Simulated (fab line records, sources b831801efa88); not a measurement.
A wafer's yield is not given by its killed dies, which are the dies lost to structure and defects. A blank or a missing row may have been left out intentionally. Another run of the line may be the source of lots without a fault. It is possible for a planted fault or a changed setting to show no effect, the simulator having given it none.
Which of the tools did it? | flow sky130 | 18 wafers from 6 lots sampled at 2 of the route's 708 steps

WHAT EACH GAUGE READ, for each wafer
SKY_METAL4_CD_MEAS_13: target cd 300 nm.
lot  | measured     | on       | cdNm (nm)
L898 | day 42 07:19 | cdSem-02 | 299.1 299.0 298.9
L897 | day 42 11:26 | cdSem-01 | 301.1 302.0 300.5
L911 | day 45 16:08 | cdSem-02 | 299.9 299.7 299.7
L913 | day 46 03:40 | cdSem-02 | 301.4 301.0 300.6
L916 | day 47 02:11 | cdSem-02 | 299.7 301.6 301.2
L919 | day 47 17:08 | cdSem-01 | 302.0 303.4 301.5

WHAT TOOL EACH LOT RAN ON (gives the tool, then ch and the chambers of the sampled wafers, and finally the start)
lot  | SKY_METAL3_SPUTTER_04
L898 | pvdSputter-02, day 37 01:22
L897 | pvdSputter-04, day 37 05:49
L911 | pvdSputter-04, day 40 16:46
L913 | pvdSputter-04, day 41 05:09
L916 | pvdSputter-02, day 42 08:34
L919 | pvdSputter-03, day 43 01:16
- SKY_METAL3_SPUTTER_04: material TiN, target thk 70 nm, time 58.3 s.

THE ANSWER, worked out from the rows above alone
Rule: the usual values come from the lots themselves. The widest of any qualifying gaps counts: lots, ordered by their means at a reading, are off when they make up no more than a third of the lots, leave a main group of 4 or more, and stand apart from it by 3 or more times the standard deviation of that group's means. A main group whose means are all the same, to the digits that the tables above print for the reading, isn't used. Also off: a lot with no number at a reading for which 4 or more lots have one. Where the step has rows for the other lots, those lots are counted as sound.
Across all readings shown, no lot is off: no conclusion can be drawn from this.

WHAT WAS PUT IN BY THE SIMULATOR
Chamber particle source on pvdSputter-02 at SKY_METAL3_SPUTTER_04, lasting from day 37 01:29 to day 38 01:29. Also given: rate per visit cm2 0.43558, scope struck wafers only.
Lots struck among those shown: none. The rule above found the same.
